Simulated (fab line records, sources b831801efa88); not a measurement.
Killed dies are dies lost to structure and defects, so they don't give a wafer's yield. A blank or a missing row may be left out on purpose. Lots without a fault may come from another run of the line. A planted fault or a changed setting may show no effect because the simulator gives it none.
Chamber matching | flow sky130 | SKY_CONTACT_CMP_04 on cmp-01: 4 sister chambers
The step polishes SiO2. 4 wafers are shown with their chamber, then 12 later ones without.

WAFERS WITH THEIR CHAMBER
wafer  | chamber | motor_current_A (A)
L084.1 | 0       | 10.2
L085.1 | 2       | 10.6
L088.3 | 3       | 13.6
L088.6 | 1       | 12.4

WAFERS WITHOUT THEIR CHAMBER
wafer  | motor_current_A (A)
L092.2 | 12.9
L092.3 | 11.3
L092.5 | 11.4
L095.1 | 13.4
L095.3 | 10.1
L095.6 | 10.6
L096.1 | 12.6
L096.3 | 10.9
L096.5 | 10.6
L096.2 | 11.5
L096.4 | 13.6
L096.6 | 12.5

WHICH CHAMBER EACH WENT THROUGH
wafer  | from the rows above          | in truth
L092.2 | can't be placed: 1 or 3      | 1
L092.3 | can't be placed: 2 or 1 or 0 | 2
L092.5 | can't be placed: 2 or 1 or 0 | 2
L095.1 | can't be placed: 3 or 1      | 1
L095.3 | can't be placed: 0 or 2      | 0
L095.6 | can't be placed: 2 or 0      | 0
L096.1 | can't be placed: 1 or 3      | 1
L096.3 | can't be placed: 2 or 0      | 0
L096.5 | can't be placed: 2 or 0      | 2
L096.2 | can't be placed: 1 or 2 or 0 | 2
L096.4 | 3                            | 3
L096.6 | 1                            | 1
Placed correctly: 2 of 12. Can't be placed from these rows: 10 (the true chamber is among the candidates in 10). Placed wrongly: 0.
How it was worked out, from the rows above alone: a wafer's distance from a chamber is the root of the sum, over the readings, of the square of ((its reading less the chamber's mean) divided by the reading's scatter). The wafer belongs to the nearest chamber; if the next one is less than 2 further off, it can't be placed. A chamber's mean is the mean of its shown wafers. The scatter: with one shown wafer a chamber, the root of the mean of the squares of how far each hidden wafer lies from its nearest shown one.
